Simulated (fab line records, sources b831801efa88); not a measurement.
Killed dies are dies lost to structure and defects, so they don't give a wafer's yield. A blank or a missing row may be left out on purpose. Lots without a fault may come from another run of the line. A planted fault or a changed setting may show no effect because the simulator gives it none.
A struck lot beside a sound one | flow gf180mcu | 15 steps out of a route of 602
Sound: wafers L762.2, L762.3, L762.4. Struck: wafers L774.1, L774.3. The cause comes at the end.
At each step with rows: each side's tool, then ch and its chambers, then its first start. Under that, the readings that differ: sound wafers | struck wafers | difference of the means | sigmas: that difference in standard deviations of wafers without a fault.
alike: readings whose means differ by less than 2 such deviations, and words and numbers that are the same on both sides. not compared: withheld readings, readings that some wafer has no value for, bounds like >300 that may hide the same value, and numbers for which the record gives no deviation and whose values overlap.
The two part at a step that has a row with sigmas, a row that says differs or no value, or rows on one side only. Numbers that don't overlap but have no deviation are shown without sigmas and don't part them. A reading that every wafer of one side lacks parts them only if that side has two wafers or more.

GF_V4_CD_MEAS_14: target cd 260 nm.
  sound on cd_sem-02, day 26 05:26; struck on cd_sem-01, day 29 15:27
  alike: cd_nm
GF_V4_OVL_MEAS_15:
  sound on overlay-02, day 26 05:32; struck on overlay-02, day 29 15:34
  alike: V4_OVL
GF_V4_ETCH_16: etches BARC in N2/H2.
  sound on rie_diel-04 ch 0,1,2, day 26 05:34; struck on rie_diel-04 ch 2,3, day 29 15:37
  alike: bias_w, drypump_motor_current_A, oes_product_au, throttle_valve_pct
then, 1 step without rows for these wafers: GF_V4_ETCH_17 (etches SiO2 in C4F8/O2/Ar, stops on TiN, target depth 630 nm).
GF_V4_STRIP_18: strips in O2/N2.
  sound on plasma_asher-04 ch 0,1, day 26 05:41; struck on plasma_asher-03 ch 0,1, day 29 15:44
  alike: drypump_motor_current_A, heater_power_w, oes_product_au
  not compared: rf_hours_counter_h
then, 2 steps without rows for these wafers: GF_V4_STRIP_19 (strips in post etch residue remover, time 1200 s); GF_V4_CLEAN_20 (cleans in DIW).
GF_V4_SPUTTER_21: material Ti, target thk 15 nm, time 80.02 s.
  sound on pvd_sputter-04, day 26 06:14; struck on pvd_sputter-02, day 29 16:16
  alike: cathode_dc_power_W, throttle_valve_pct
then, 1 step without rows for these wafers: GF_V4_SPUTTER_22 (material TiN, target thk 10 nm, time 40 s).
GF_V4_CVD_23: deposits W, target thk 350 nm, time 104.9 s.
  sound on cvd_w-02 ch 0, day 26 06:22; struck on cvd_w-02 ch 0,1, day 29 16:22
  alike: heater_power_w
GF_V4_RS_MEAS_24: measures by four-point-probe.
  sound on film_metro-01, day 26 06:34; struck on film_metro-01, day 29 16:29
  alike: V4_W_RS
GF_V4_THK_MEAS_25: measures by xrf.
  sound on film_metro-01, day 26 06:41; struck on film_metro-01, day 29 16:36
  alike: V4_W_THK
GF_V4_CMP_26: polishes, stops on SiO2, t overpolish 15 s, target thk 0 nm.
  sound on cmp-02 ch 1,2,3, day 26 06:44; struck on cmp-02 ch 2,3, day 29 16:46
  reading                | sound                | struck      | difference | sigmas
  overpolish_run_s (s)   | 14.995 15.017 15.016 | 0.043 0.042 | -14.967    | -99 or more
  time_to_endpoint_s (s) | 87 84 84             | 133 129     | +46        | +12
  alike: motor_current_A
GF_MIM_SPUTTER_00: material Ti, target thk 37.5 nm, time 150 s.
  the record has rows for the sound wafers here (pvd_sputter-03, day 26 07:02) and none for the struck ones
-- the record jumps here: 4 days lie between the struck wafers' starts before and after (it left off in module MIM and takes up again in module PASSIVATION, whose first step shown is number 602 of the route) --
GF_PASSIVATION_PROBE_99:
  the record has rows for the struck wafers here (prober-01, day 33 13:36) and none for the sound ones

WHERE THEY PART
First at GF_V4_CMP_26; last, within this record, at GF_PASSIVATION_PROBE_99.

WHY: what the simulator had put in
Process parameter drift: cmp-02, from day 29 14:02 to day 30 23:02, at GF_V4_CMP_26. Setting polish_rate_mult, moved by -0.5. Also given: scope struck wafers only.
